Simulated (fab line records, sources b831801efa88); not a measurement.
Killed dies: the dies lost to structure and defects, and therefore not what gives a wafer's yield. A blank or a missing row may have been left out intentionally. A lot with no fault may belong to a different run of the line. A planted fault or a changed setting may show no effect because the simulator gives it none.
fab line records    flow sky130
record lots=5  wafers=15  lastDay=50
route steps=708 shown LDD_LDN@292 SPACER@304 POLY_CUT@307 SD_P@320 RES_XHIGH@332 SALICIDE@361 PAD_OPEN@708
lots that met no fault: from a run of the same line without faults
startH: start of the lot's first displayed wafer, in hours after the record's first day    waitH: time in hours since the lot's previous step    " repeats the value in the row above    L1.1+2: several wafers, shown together as one row    - no value, or no start was given    * or withheld: withheld    < > ~ a bound
route shown NAME@n: a module of which the file shows steps, and the number in the route of the first    usual: mean/standard deviation of fault-free wafers    same: alike in all rows    chamber/n: place in a boat    sites: each site's reading    _std_site: the standard deviation of these    _edge_site: outer sites' mean less inner sites'    radiusMm: how far each site lies from the wafer's centre    mask NAME#n: copy n    behind: the most recent tool/chamber to have shaped the wafer    hold: reason for holding the lot/hours on hold/outcome of the hold    device: transistor that didn't switch, given as n, p or np    end of line: the tests these same wafers got at the end of their route    a step with no rows: only its recipe    killed: dies lost to structure and defects at the first sort, not the wafer's yield    map: a wafer's dies, marking killed ones x, the rest . and places with no die _
set.NAME: the setting as run; set.NAME@STEP: as run at that earlier step    model.NAME: the simulator's own value behind a step, which no gauge read
lots seen at some steps along the route; tables by step, rows by wafer
services: the hour from which a tool's chamber was out of use, counted from the record's first day as startH (under 0 if before that day), plus the number of hours and why
## steps
# step SKY_LDD_LDN_SOFTBAKE_03
# recipe tempC=90  timeS=60  resist=NOVOLAK
# step SKY_LDD_LDN_EXPOSE_04
# recipe maskId=LDNTM  na=0.6  sourceShape=conventional  sigmaOuter=0.6  polarization=unpolarized  targetCdNm=700  doseMj=140
# step SKY_LDD_LDN_PEB_05
# recipe tempC=withheld  timeS=*  resist=NOVOLAK
# step SKY_LDD_LDN_DEVELOP_06
# recipe resist=NOVOLAK  developer=TMAH  developTimeS=60  devTempC=23
# step SKY_LDD_LDN_IMPLANT_08
# recipe species=As  energyKev=15  doseCm2=1.25e+13  tiltDeg=withheld  rotationDeg=23
# step SKY_LDD_LDN_IMPLANT_09
# recipe species=As  energyKev=15  doseCm2=1.25e+13  tiltDeg=withheld  rotationDeg=113
# step SKY_LDD_LDN_IMPLANT_10
# recipe species=As  energyKev=15  doseCm2=1.25e+13  tiltDeg=withheld  rotationDeg=203
# step SKY_LDD_LDN_IMPLANT_11
# recipe species=As  energyKev=15  doseCm2=1.25e+13  tiltDeg=withheld  rotationDeg=293
# step SKY_LDD_LDN_STRIP_12
# recipe chemistry=O2/N2  powerW=1400  pressureMtorr=1500  platenTempC=withheld  o2FlowSccm=3000  n2FlowSccm=300  overashFraction=0.5
# step SKY_LDD_LDN_CLEAN_14
# recipe chemistry=SC1/SC2  mix=1:4:20  tempC=70  timeS=150  dry=n2Spin
# step SKY_SPACER_CVD_00
# recipe material=Si3N4  precursor=DCS/NH3  targetThkNm=43.1  tempC=770  timeS=740  pressureMtorr=250
# usual spikeTcBottomC=792.1/1.7  susceptorTempC=770.0/0.34
lot.wafer  tool      chamber  startH  waitH  spikeTcBottomC  susceptorTempC  model.Si3N4_of_SPACER_CVD_00.thkNm
L207.4     lpcvd-02  0        559.08  0.0    790.5           770.4           43.18
L207.5     "         0        "       "      790.6           769.9           43.36
L207.6     "         0        "       "      790.6           769.4           43.36
L215.2     lpcvd-02  1        630.23  0.0    792.9           770.1           34.38
L215.5     "         1        "       "      791.6           770.3           34.72
L215.6     "         1        "       "      793.5           770.0           34.04
L216.4     lpcvd-02  1        643.23  0.0    794.4           769.4           33.5
L216.5     "         1        "       "      793.6           769.8           33.53
L216.6     "         1        "       "      793.4           769.6           33.68
L217.2     lpcvd-02  1        646.44  0.0    794.7           769.8           33.33
L217.3     "         1        "       "      794.3           769.7           33.15
L217.5     "         1        "       "      793.4           769.9           33.12
L226.2     lpcvd-02  0        713.13  0.0    792.3           769.4           43.33
L226.3     "         0        "       "      790.1           770.3           43.46
L226.4     "         0        "       "      791.4           770.3           43.41
# step SKY_SPACER_THK_MEAS_01
# recipe reads=Si3N4_of_SPACER_CVD_00
# usual SPACER_CVD_00_THK=43.1/0.48
lot.wafer  tool          chamber  startH  waitH  SPACER_CVD_00_THK[nm]
L207.4     filmMetro-02  -        560.32  0.0    43.1
L207.5     "             -        "       "      43.4
L207.6     "             -        "       "      43.3
L215.2     filmMetro-01  -        632.05  0.0    34.4
L215.5     "             -        "       "      34.7
L215.6     "             -        "       "      34.0
L216.4     filmMetro-02  -        644.47  0.0    33.5
L216.5     "             -        "       "      33.5
L216.6     "             -        "       "      33.6
L217.2     filmMetro-02  -        647.66  0.0    33.3
L217.3     "             -        "       "      33.2
L217.5     "             -        "       "      33.2
L226.2     filmMetro-01  -        714.35  0.0    43.3
L226.3     "             -        "       "      43.5
L226.4     "             -        "       "      43.4
# step SKY_SPACER_ETCHBACK_02
# recipe chemistry=CH3F/O2  target=Si3N4  stopOn=SiO2  sourceW=400  biasW=80  pressureMtorr=25  ch3fFlowSccm=40  O2_flow_sccm=30  timeS=46.7  targetDepthA=450
# usual ch3fFlowSccm=39.98/0.12  drypumpMotorCurrentA=5.8/0.36  oesProductAu=0.854/0.0068  throttleValvePct=10.563/0.0092
lot.wafer  tool        chamber  startH  waitH  ch3fFlowSccm  drypumpMotorCurrentA  oesProductAu  rfHoursCounterH  throttleValvePct  model.etch.depthNm
L207.4     rieDiel-03  2        560.37  0.0    39.89         6.0                   0.857         -                10.548            43.18
L207.5     "           0        "       "      40.10         6.6                   0.865         -                10.577            43.36
L207.6     "           3        "       "      39.97         5.6                   0.852         -                10.569            43.36
L215.2     rieDiel-02  2        632.10  0.0    39.98         6.5                   0.759         5                10.552            34.38
L215.5     "           0        "       "      40.19         5.5                   0.764         -                10.548            34.72
L215.6     "           3        "       "      39.99         5.6                   0.748         -                10.545            34.04
L216.4     rieDiel-03  1        644.50  0.0    40.18         6.2                   0.745         2                10.547            33.5
L216.5     "           1        "       "      40.14         6.3                   0.750         -                10.545            33.53
L216.6     "           2        "       "      40.03         6.0                   0.748         -                10.553            33.68
L217.2     rieDiel-01  3        647.71  0.0    39.87         6.0                   0.753         23               10.564            33.33
L217.3     "           1        "       "      40.07         5.3                   0.750         2                10.554            33.15
L217.5     "           1        "       "      40.03         5.4                   0.745         -                10.546            33.12
L226.2     rieDiel-02  1        714.40  0.0    40.14         5.6                   0.848         31               10.576            43.33
L226.3     "           3        "       "      40.03         5.6                   0.856         4                10.570            43.46
L226.4     "           2        "       "      40.00         6.4                   0.866         7                10.573            43.41
# step SKY_POLY_CUT_DEHYDRATE_00
# recipe tempC=200  timeS=60
# step SKY_POLY_CUT_HMDS_01
# recipe primeTimeS=60  primeTempC=120
# step SKY_POLY_CUT_COAT_02
# recipe resist=BARC  tempC=withheld  timeS=withheld  spinRpm=3000  resistThkNm=60
# step SKY_POLY_CUT_COAT_03
# recipe resist=KrF-thick  spinRpm=3000  resistThkNm=450
# step SKY_POLY_CUT_SOFTBAKE_04
# recipe tempC=100  timeS=90  resist=KrF-thick
# step SKY_POLY_CUT_EXPOSE_05
# recipe maskId=NPCM  na=0.8  sourceShape=annular  sigmaInner=0.55  sigmaOuter=0.85  targetCdNm=270  doseMj=32
# step SKY_POLY_CUT_PEB_06
# recipe pebTempC=withheld  pebTimeS=withheld  resist=KrF-thick
# step SKY_POLY_CUT_DEVELOP_07
# recipe developTimeS=60  resist=KrF-thick  devTempC=21
# step SKY_POLY_CUT_ETCH_10
# recipe chemistry=N2/H2  target=BARC  ionEnergyEv=200  sourceW=500  biasW=100  pressureMtorr=30  n2FlowSccm=100  h2FlowSccm=200  stopOn=SiO2  timeS=45.9  targetDepthA=600
# step SKY_POLY_CUT_ETCH_11
# recipe target=Si3N4  chemistry=CF4/CH2F2/Ar  stopOn=poly-Si  sourceW=600  biasW=150  pressureMtorr=40  cf4FlowSccm=40  ch2f2FlowSccm=20  Ar_flow_sccm=150  timeS=42.5  targetDepthA=600
# step SKY_POLY_CUT_STRIP_12
# recipe chemistry=O2/N2  powerW=1400  pressureMtorr=1500  platenTempC=withheld  o2FlowSccm=3000  n2FlowSccm=300  overashFraction=0.5
# step SKY_SD_P_DEHYDRATE_00
# recipe tempC=200  timeS=60
# step SKY_SD_P_HMDS_01
# recipe primeTimeS=60  primeTempC=120
# step SKY_SD_P_COAT_02
# recipe resist=NOVOLAK  spinRpm=3000  resistThkNm=1140
# step SKY_SD_P_SOFTBAKE_03
# recipe tempC=90  timeS=60  resist=NOVOLAK
# step SKY_SD_P_EXPOSE_04
# recipe maskId=PSDM  na=0.6  sourceShape=conventional  sigmaOuter=0.6  polarization=unpolarized  targetCdNm=380  doseMj=138
# step SKY_SD_P_PEB_05
# recipe tempC=withheld  timeS=*  resist=NOVOLAK
# step SKY_SD_P_DEVELOP_06
# recipe resist=NOVOLAK  developer=TMAH  developTimeS=60  devTempC=23
# step SKY_SD_P_IMPLANT_09
# recipe species=BF2  energyKev=20  doseCm2=3e+15  tiltDeg=0
# step SKY_SD_P_STRIP_10
# recipe chemistry=O2/N2  powerW=1400  pressureMtorr=1500  platenTempC=withheld  o2FlowSccm=3000  n2FlowSccm=300  overashFraction=0.5
# step SKY_RES_XHIGH_DEHYDRATE_00
# recipe tempC=200  timeS=60
# step SKY_RES_XHIGH_HMDS_01
# recipe primeTimeS=60  primeTempC=120
# step SKY_SALICIDE_CLEAN_00
# recipe chemistry=HF-last  timeS=30  dilution=100:1  dry=ipaMarangoni
lot.wafer  tool         chamber  startH  waitH  model.Si3N4_of_SPACER_CVD_00.thkNm
L207.4     wetBench-04  2        678.60  0.0    42.2
L207.5+6   "            2        "       "      42.38
L215.2     wetBench-04  2        745.65  0.1    33.4
L215.5     "            2        "       "      33.73
L215.6     "            2        "       "      33.06
L216.4     wetBench-04  1        757.19  0.0    32.52
L216.5     "            1        "       "      32.54
L216.6     "            1        "       "      32.7
L217.2     wetBench-04  2        760.84  0.1    32.35
L217.3     "            2        "       "      32.17
L217.5     "            2        "       "      32.14
L226.2     wetBench-04  2        823.20  0.1    42.33
L226.3     "            2        "       "      42.47
L226.4     "            2        "       "      42.42
# step SKY_PAD_OPEN_PROBE_99
# usual killed_at_M0_to_M3=43/8  killed_at_M4_up=2.9/1.6  killedAtContacts=26/5.2  killedAtFrontEnd=15/4.3  killedAtOther=0.3/0.56  killedDies=87/10  killedOpen=48/6.9  killedShort=40/6.5
# same grossDies=492  killedAtBackSide=0
lot.wafer  tool       chamber  startH   waitH  killed_at_M0_to_M3  killed_at_M4_up  killedAtContacts  killedAtFrontEnd  killedAtOther  killedDies  killedOpen  killedShort  model.etest.pfet_01v8.rOnOhmUm  model.etest.nfetG5v0d10v5.rOnOhmUm  model.etest.sonosUncharged.rOnOhmUm  model.etest.pfet_01v8.driveUaUm  model.etest.nfet_01v8_lvt.driveUaUm  model.etest.pfet_01v8_hvt.driveUaUm  model.etest.sramPfetLatch.driveUaUm  model.etest.pfet_01v8_mvt.driveUaUm
L207.4     prober-02  -        1099.79  0.2    45                  0                19                11                1              76          43          33           2968                            1858                                818.9                                186.8                            589.7                                139.1                                139.1                                146.6
L207.5     prober-02  -        1099.84  0.2    41                  3                27                12                0              83          40          43           2978                            1898                                814                                  185                              585                                  135.9                                135.7                                144.6
L207.6     prober-02  -        1099.89  0.2    42                  3                31                14                0              90          54          36           3006                            1889                                817.6                                182.6                            571.2                                133.2                                137.7                                144.3
L215.2     prober-01  -        1144.36  0.1    49                  1                20                19                1              90          48          42           2586                            1828                                763.5                                219.4                            581.8                                166.4                                162.5                                165.1
L215.5     prober-01  -        1144.51  0.2    47                  2                27                17                0              93          51          42           2596                            1830                                751                                  217.5                            588.7                                164.5                                158                                  163.3
L215.6     prober-01  -        1144.56  0.2    55                  4                23                16                0              98          51          47           2576                            1820                                755.9                                221.2                            583.6                                167.4                                168.2                                164.5
L216.4     prober-02  -        1154.74  0.2    54                  1                25                22                0              102         54          48           2615                            1816                                750.5                                217.7                            587.2                                163.4                                158.2                                164
L216.5     prober-02  -        1154.79  0.2    31                  3                20                11                1              66          35          31           2570                            1810                                734.3                                221.7                            604.3                                167.6                                166                                  165.3
L216.6     prober-02  -        1154.84  0.2    42                  2                20                12                1              77          41          36           2599                            1809                                762                                  219.3                            589                                  164.7                                170.8                                165.5
L217.2     prober-02  -        1154.94  0.3    37                  1                21                11                1              71          42          29           2621                            1829                                761.5                                219.2                            589.3                                164.7                                167.6                                164.5
L217.3     prober-02  -        1154.99  0.3    44                  2                26                14                0              86          52          34           2579                            1837                                755.8                                223.2                            598.5                                169.8                                166.7                                167.3
L217.5     prober-02  -        1155.09  0.4    30                  4                21                8                 0              63          36          27           2565                            1813                                755.9                                223.1                            612                                  168.5                                166.5                                166.7
L226.2     prober-02  -        1197.96  0.1    27                  5                26                18                0              76          41          35           2990                            1885                                814.2                                187.2                            561.9                                139.8                                139.1                                150.6
L226.3     prober-02  -        1198.01  0.2    45                  5                21                14                0              85          47          38           2961                            1903                                806.4                                186.4                            566.5                                140.1                                137.3                                150.9
L226.4     prober-02  -        1198.06  0.2    51                  3                30                15                0              99          55          44           2952                            1880                                809.4                                187.4                            556.9                                140.5                                139.4                                149.7
# killed by level:class
L207.4 VIA1:geometricParticle:open=15 LI_CONTACT:geometricParticle:open=9 METAL2:geometricParticle:short=8 POLY_GATE:geometricParticle:short=6 METAL1:geometricParticle:short=5 VIA3:geometricParticle:open=5 CONTACT:geometricParticle:short=4 CONTACT:geometricParticle:open=4
L207.5 CONTACT:geometricParticle:open=12 VIA3:geometricParticle:open=8 VIA1:geometricParticle:open=8 METAL1:geometricParticle:short=7 LOCAL_INTERCONNECT:geometricParticle:short=6 VIA2:geometricParticle:open=6 POLY_GATE:geometricParticle:short=5 CONTACT:geometricParticle:short=4
L207.6 CONTACT:geometricParticle:open=13 VIA3:geometricParticle:open=9 LI_CONTACT:geometricParticle:open=8 VIA1:geometricParticle:open=7 POLY_GATE:geometricParticle:open=6 CONTACT:geometricParticle:short=6 METAL2:geometricParticle:short=6 METAL3:geometricParticle:short=4
L215.2 VIA1:geometricParticle:open=15 POLY_GATE:geometricParticle:short=9 VIA2:geometricParticle:open=8 FIELD_ISO:geometricParticle:short=6 VIA1:geometricParticle:short=6 CONTACT:geometricParticle:short=5 LI_CONTACT:geometricParticle:open=5 VIA3:geometricParticle:open=5
L215.5 CONTACT:geometricParticle:open=10 VIA1:geometricParticle:open=8 VIA2:geometricParticle:open=8 VIA3:geometricParticle:open=7 FIELD_ISO:geometricParticle:short=6 LI_CONTACT:geometricParticle:open=6 VIA3:geometricParticle:short=6 POLY_GATE:geometricParticle:open=4
L215.6 CONTACT:geometricParticle:open=12 METAL1:geometricParticle:short=11 VIA1:geometricParticle:open=10 VIA1:geometricParticle:short=7 POLY_GATE:geometricParticle:open=6 VIA3:geometricParticle:open=6 CONTACT:geometricParticle:short=5 VIA2:geometricParticle:open=5
L216.4 VIA1:geometricParticle:open=20 LOCAL_INTERCONNECT:geometricParticle:short=12 VIA1:geometricParticle:short=9 FIELD_ISO:geometricParticle:open=8 CONTACT:geometricParticle:open=7 VIA2:geometricParticle:open=6 FIELD_ISO:geometricParticle:short=5 METAL1:geometricParticle:short=5
L216.5 CONTACT:geometricParticle:open=8 VIA3:geometricParticle:open=6 CONTACT:geometricParticle:short=5 VIA1:geometricParticle:open=5 VIA2:geometricParticle:open=4 METAL1:geometricParticle:short=4 FIELD_ISO:geometricParticle:short=3 LI_CONTACT:geometricParticle:open=3
L216.6 VIA1:geometricParticle:open=10 LI_CONTACT:geometricParticle:open=7 VIA2:geometricParticle:open=7 POLY_GATE:geometricParticle:short=5 CONTACT:geometricParticle:open=5 VIA1:geometricParticle:short=5 VIA3:geometricParticle:open=5 METAL3:geometricParticle:short=5
L217.2 LI_CONTACT:geometricParticle:open=10 VIA1:geometricParticle:open=10 CONTACT:geometricParticle:short=5 FIELD_ISO:geometricParticle:short=4 FIELD_ISO:geometricParticle:open=4 VIA1:geometricParticle:short=4 CONTACT:geometricParticle:open=4 VIA2:geometricParticle:open=4
L217.3 VIA2:geometricParticle:open=11 VIA3:geometricParticle:open=9 LI_CONTACT:geometricParticle:open=8 VIA3:geometricParticle:short=6 LOCAL_INTERCONNECT:geometricParticle:short=5 CONTACT:geometricParticle:open=5 FIELD_ISO:geometricParticle:open=4 POLY_GATE:geometricParticle:open=4
L217.5 CONTACT:geometricParticle:open=7 LOCAL_INTERCONNECT:geometricParticle:short=6 METAL1:geometricParticle:short=5 LI_CONTACT:geometricParticle:open=5 VIA1:geometricParticle:open=5 VIA1:geometricParticle:short=4 VIA3:geometricParticle:open=4 VIA2:geometricParticle:open=4
L226.2 VIA1:geometricParticle:open=11 LI_CONTACT:geometricParticle:open=7 FIELD_ISO:geometricParticle:open=6 LOCAL_INTERCONNECT:geometricParticle:short=6 CONTACT:geometricParticle:open=6 FIELD_ISO:geometricParticle:short=5 CONTACT:geometricParticle:short=5 METAL1:geometricParticle:short=4
L226.3 LI_CONTACT:geometricParticle:open=10 VIA1:geometricParticle:open=8 VIA1:geometricParticle:short=7 VIA3:geometricParticle:open=6 CONTACT:geometricParticle:short=5 METAL1:geometricParticle:short=5 VIA2:geometricParticle:open=5 METAL2:geometricParticle:short=5
L226.4 VIA1:geometricParticle:open=14 CONTACT:geometricParticle:open=10 LI_CONTACT:geometricParticle:open=9 METAL1:geometricParticle:short=7 METAL2:geometricParticle:short=6 VIA2:geometricParticle:open=6 FIELD_ISO:geometricParticle:short=5 CONTACT:geometricParticle:short=5
## services
tool         chamber  startH  hours  kind
rieDiel-01   3        540.02  7.4    repair
rieDiel-03   0        547.43  4.6    repair
rieDiel-01   3        549.03  12.7   repair
rieDiel-02   1        552.40  5.3    repair
rieDiel-02   -        554.03  0.5    repair
rieDiel-02   -        561.67  2.8    pm
rieDiel-03   -        570.84  0.7    repair
lpcvd-02     -        590.92  2.1    repair
rieDiel-01   3        622.41  1.3    repair
wetBench-04  -        626.72  3.9    repair
rieDiel-01   2        634.11  4.8    repair
rieDiel-02   3        646.63  9.1    repair
rieDiel-02   -        652.08  1.7    repair
rieDiel-03   -        675.55  14.6   pm
rieDiel-02   -        689.22  4.0    pm
rieDiel-02   -        734.43  0.1    repair
rieDiel-03   -        738.83  0.2    repair
lpcvd-02     -        756.96  6.0    pm
rieDiel-03   0        770.53  9.1    repair
rieDiel-02   -        784.64  0.4    repair
rieDiel-03   -        808.33  2.8    pm
rieDiel-02   1        812.27  1.3    repair
rieDiel-03   0        822.59  6.3    repair
rieDiel-03   -        822.63  0.2    repair
## key
firstSign step=SKY_SPACER_THK_MEAS_01  reading=SPACER_CVD_00_THK  direction=down  sigmas=20  usual=43.1  struck=33.7
effect step=SKY_SPACER_ETCHBACK_02  reading=oesProductAu  direction=down  sigmas=15  usual=0.854  struck=0.751
modelEffect step=SKY_SPACER_CVD_00  value=Si3N4_of_SPACER_CVD_00.thkNm  without=42.85  struck=33.72
modelEffect step=SKY_SPACER_ETCHBACK_02  value=etch.depthNm  without=42.85  struck=33.72
modelEffect step=SKY_SALICIDE_CLEAN_00  value=Si3N4_of_SPACER_CVD_00.thkNm  without=41.87  struck=32.73
modelEffect step=SKY_PAD_OPEN_PROBE_99  value=etest.pfet_01v8.rOnOhmUm  without=2870  struck=2590
metAt SKY_SPACER_CVD_00
struckWafers L215.2,L215.5,L215.6,L216.4,L216.5,L216.6,L217.2,L217.3,L217.5
testerLeftOut L215,L216,L217
onsetBetween 559.08 630.23
fault kind=processParameterDrift  tool=lpcvd-02  chamber=-  onsetH=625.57  steps=SKY_SPACER_CVD_00  channel=targetThkNm  offset=-9.1369  shape=step  endH=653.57  actsIn=theseRecipesOnly  stated=43.1
# testerLeftOut: of these lots the tester's yield and bins aren't shown, on N5 and GAA mostly nor the transistor test; their killed dies are dies lost to structure and defects alone, not to doping, threshold or leakage, so they don't give the yield
